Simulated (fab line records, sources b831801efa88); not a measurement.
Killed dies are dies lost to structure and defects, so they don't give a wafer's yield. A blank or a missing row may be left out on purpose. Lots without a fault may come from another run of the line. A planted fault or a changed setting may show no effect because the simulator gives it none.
Which tool did it? | flow sky130 | 7 lots, 21 wafers sampled, at 1 step of a route of 708

WHAT THE GAUGES READ, wafer by wafer
SKY_VT_ADJUST_HVTP_CD_MEAS_07: target cd 380 nm.
lot  | measured     | on        | cd_nm (nm)
L891 | day 6 15:42  | cd_sem-02 | 374.6 377.7 378.4
L893 | day 7 02:55  | cd_sem-01 | 379.0 381.8 377.8
L896 | day 7 19:58  | cd_sem-01 | 383.4 384.2 383.1
L898 | day 8 14:20  | cd_sem-02 | 382.8 384.1 382.4
L904 | day 9 23:10  | cd_sem-01 | 377.1 379.7 377.2
L906 | day 10 12:54 | cd_sem-02 | 379.7 383.8 382.3
L912 | day 12 04:32 | cd_sem-02 | 382.4 381.9 381.2

WHICH TOOL RAN EACH LOT (tool, then ch and the chambers of the sampled wafers, then the start)
The record holds no process step before these readings.

THE ANSWER, worked out from the rows above alone
Rule: what is usual is taken from the lots themselves. Put in order of their means at a reading, lots are off if they are a third of the lots or fewer, leave a main group of 4 or more, and stand apart from it by a gap of 3 or more times the standard deviation of the main group's means; of several such gaps the widest counts. A main group whose means are all the same, to the digits that the tables above print for the reading, isn't used. A lot without any number at a reading at which 4 lots or more have one is off too. The other lots that the step has rows for count as sound.
No lot is off at any reading shown: from this, nothing can be told.

WHAT THE SIMULATOR HAD PUT IN
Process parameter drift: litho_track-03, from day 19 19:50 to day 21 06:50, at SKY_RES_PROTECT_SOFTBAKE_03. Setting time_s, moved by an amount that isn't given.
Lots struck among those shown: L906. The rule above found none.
